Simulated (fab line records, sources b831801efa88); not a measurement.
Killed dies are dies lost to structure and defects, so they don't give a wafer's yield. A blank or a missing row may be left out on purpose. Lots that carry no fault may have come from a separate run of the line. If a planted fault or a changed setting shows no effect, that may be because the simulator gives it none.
The same fault as seen by 2 desks + flow gf180mcu + every desk sees just its own numbers, and what lay behind them comes last

## FOR THE TOOL OWNER'S DESK: rie-diel-01
The tool's own readings at GF_M5_ETCH_09 (etches Si3N4 in CF4/O2, target depth 52 nm, time 11.6 s): means of the sampled wafers that have a number, for each lot that ran on this tool. If a lot's mean is further than 4 standard deviations from the usual mean, the lot is out of limits and carries the mark OUT (the distance appears in the brackets).
Columns: A = O2_flow_sccm at GF_M5_ETCH_09, usual 10.01 sccm; B = chamber-pressure-mTorr at GF_M5_ETCH_09, usual 150.01 mTorr; C = drypump-motor-current-A at GF_M5_ETCH_09, usual 5.8 A; D = oes-product-au at GF_M5_ETCH_09, usual 0.997 a.u.; E = rf-fwd-power-W at GF_M5_ETCH_09, usual 787 W; F = throttle-valve-pct at GF_M5_ETCH_09, usual 5.969 %
| lot  | first seen here | A     | B      | C   | D                | E             | F     |
|------|-----------------|-------|--------|-----|------------------|---------------|-------|
| L860 | day 27 02:04    | 10.04 | 150.09 | 5.6 | 1.009            | 788           | 5.974 |
| L868 | day 29 13:13    | 10.03 | 149.94 | 5.6 | 0.903 (-6.7) OUT | 660 (-28) OUT | 5.934 |
| L870 | day 30 03:52    | 10.03 | 149.99 | 5.6 | 0.909 (-6.3) OUT | 657 (-29) OUT | 5.939 |
| L879 | day 32 07:53    | 10.00 | 149.90 | 5.8 | 0.995            | 784           | 5.969 |
| L881 | day 32 19:52    | 9.99  | 150.09 | 5.7 | 0.981            | 780           | 5.976 |
This desk's verdict: out of limits on L868, L870, starting with L868 at day 29 13:13 (oes-product-au at GF_M5_ETCH_09). L860, L879, L881 stayed within limits.

## AT THE METROLOGY DESK
What the gauges read for every lot (on any tool): the sampled wafers with a number, averaged. If a lot's mean is further than 4 standard deviations from the usual mean, the lot is out of limits and carries the mark OUT (the distance appears in the brackets).
Columns: A = V5_CVD_02_THK at GF_V5_THK_MEAS_03, usual 1455 nm
| lot  | first seen here | A    |
|------|-----------------|------|
| L859 | day 27 00:23    | 1447 |
| L860 | day 27 02:58    | 1488 |
| L861 | day 27 04:08    | 1458 |
| L862 | day 27 22:49    | 1478 |
| L868 | day 29 14:16    | 1464 |
| L870 | day 30 04:46    | 1447 |
| L875 | day 31 10:24    | 1461 |
| L876 | day 31 18:30    | 1456 |
| L877 | day 31 22:33    | 1470 |
| L879 | day 32 08:47    | 1436 |
| L880 | day 32 15:24    | 1448 |
| L881 | day 32 20:46    | 1443 |
Finding of this desk: none of the 12 lots has anything out of limits.

## TAKEN TOGETHER
The tool owner's desk had the chance to raise an alarm at day 29 13:13 on L868, L870.
Nothing out of limits was seen by the metrology desk.
The metrology desk has L868, L870 on record, within its limits.
All the named lots went through GF_M5_ETCH_09 on rie-diel-01.

## WHAT WAS PUT IN BY THE SIMULATOR
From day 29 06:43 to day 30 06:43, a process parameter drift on rie-diel-01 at GF_M5_ETCH_09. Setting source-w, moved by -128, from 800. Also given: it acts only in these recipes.
Struck lots among those shown: L868, L870.
Time in hours from fault onset to the first out-of-limits reading at each desk: the tool owner's desk, 6.
